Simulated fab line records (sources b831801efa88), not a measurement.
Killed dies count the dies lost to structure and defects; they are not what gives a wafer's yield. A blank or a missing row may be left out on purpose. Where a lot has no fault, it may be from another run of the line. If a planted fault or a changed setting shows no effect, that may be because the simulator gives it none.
Which tool did it? / flow gf180mcu / 30 wafers from 10 lots sampled at 3 of the route's 602 steps

== WHAT EACH GAUGE READ, for each wafer ==
GF_V2_RS_MEAS_24: uses a four-point probe to measure.
lot=L946; measured=day 20 11:44; on=film-metro-03; V2_W_RS (ohm/sq)=0.328 0.332 0.331
lot=L948; measured=day 21 10:40; on=film-metro-01; V2_W_RS (ohm/sq)=0.324 0.329 0.325
lot=L949; measured=day 21 21:14; on=film-metro-04; V2_W_RS (ohm/sq)=0.332 0.331 0.328
lot=L950; measured=day 22 03:36; on=film-metro-04; V2_W_RS (ohm/sq)=0.323 0.322 0.326
lot=L951; measured=day 22 19:04; on=film-metro-03; V2_W_RS (ohm/sq)=0.321 0.327 0.324
lot=L953; measured=day 23 18:37; on=film-metro-01; V2_W_RS (ohm/sq)=0.326 0.333 0.331
lot=L954; measured=day 24 00:44; on=film-metro-04; V2_W_RS (ohm/sq)=0.324 0.321 0.327
lot=L960; measured=day 25 20:10; on=film-metro-03; V2_W_RS (ohm/sq)=0.390 0.392 0.391
lot=L961; measured=day 26 00:46; on=film-metro-04; V2_W_RS (ohm/sq)=0.396 0.386 0.384
lot=L964; measured=day 27 01:58; on=film-metro-03; V2_W_RS (ohm/sq)=0.336 0.323 0.325

== WHAT TOOL EACH LOT RAN ON (gives the tool, then ch and the chambers of the sampled wafers, and finally the start) ==
lot=L946; GF_V2_STRIP_18=plasma-asher-02 ch 0,1, day 20 10:58; GF_V2_CVD_23=cvd-w-02 ch 0,1, day 20 11:37
lot=L948; GF_V2_STRIP_18=plasma-asher-01 ch 0,1, day 21 09:48; GF_V2_CVD_23=cvd-w-01 ch 0,1, day 21 10:26
lot=L949; GF_V2_STRIP_18=plasma-asher-01 ch 0,1, day 21 20:21; GF_V2_CVD_23=cvd-w-02 ch 0, day 21 21:01
lot=L950; GF_V2_STRIP_18=plasma-asher-01 ch 0,1, day 22 02:52; GF_V2_CVD_23=cvd-w-01 ch 0,1, day 22 03:29
lot=L951; GF_V2_STRIP_18=plasma-asher-04 ch 0,1, day 22 18:14; GF_V2_CVD_23=cvd-w-01 ch 0,1, day 22 18:56
lot=L953; GF_V2_STRIP_18=plasma-asher-02 ch 0,1, day 23 17:52; GF_V2_CVD_23=cvd-w-02 ch 0,1, day 23 18:30
lot=L954; GF_V2_STRIP_18=plasma-asher-02 ch 0,1, day 23 23:57; GF_V2_CVD_23=cvd-w-02 ch 0,1, day 24 00:35
lot=L960; GF_V2_STRIP_18=plasma-asher-04 ch 0,1, day 25 19:24; GF_V2_CVD_23=cvd-w-01 ch 0,1, day 25 20:02
lot=L961; GF_V2_STRIP_18=plasma-asher-02 ch 0,1, day 26 00:01; GF_V2_CVD_23=cvd-w-01 ch 0,1, day 26 00:39
lot=L964; GF_V2_STRIP_18=plasma-asher-02 ch 0,1, day 27 01:13; GF_V2_CVD_23=cvd-w-02 ch 0,1, day 27 01:51
- GF_V2_STRIP_18: strips in O2/N2.
- GF_V2_CVD_23: deposits W, target thk 350 nm, time 104.94 s.

== THE ANSWER, worked out from the rows above alone ==
Rule: what is usual is taken from the lots themselves. Put in order of their means at a reading, lots are off if they are a third of the lots or fewer, leave a main group of 4 or more, and stand apart from it by a gap of 3 or more times the standard deviation of the main group's means; of several such gaps the widest counts. A main group whose means are all the same, to the digits that the tables above print for the reading, isn't used. A lot without any number at a reading at which 4 lots or more have one is off too. The other lots that the step has rows for count as sound.
Off: L960, L961, seen at GF_V2_RS_MEAS_24 (V2_W_RS). Main group: mean 0.327 ohm/sq, sd 0.0028.
A tool fits if, at a process step before that reading, it ran every lot that is off, and no sound lot after the first of them. Those tools and the gauges at GF_V2_RS_MEAS_24 are tried in the same way. One candidate fits, namely cvd-w-01 at GF_V2_CVD_23. Its last sound lot is L951 (day 22 18:56), its first lot that is off L960 (day 25 20:02): a fault that began between those two fits.

== WHAT THE SIMULATOR PUT IN ==
Site profile drift: cvd-w-01, from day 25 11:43 on, at GF_V2_CVD_23. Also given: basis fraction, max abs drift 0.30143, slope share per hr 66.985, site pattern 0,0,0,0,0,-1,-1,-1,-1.
Struck lots among those shown: L960, L961. The rule above found the same.
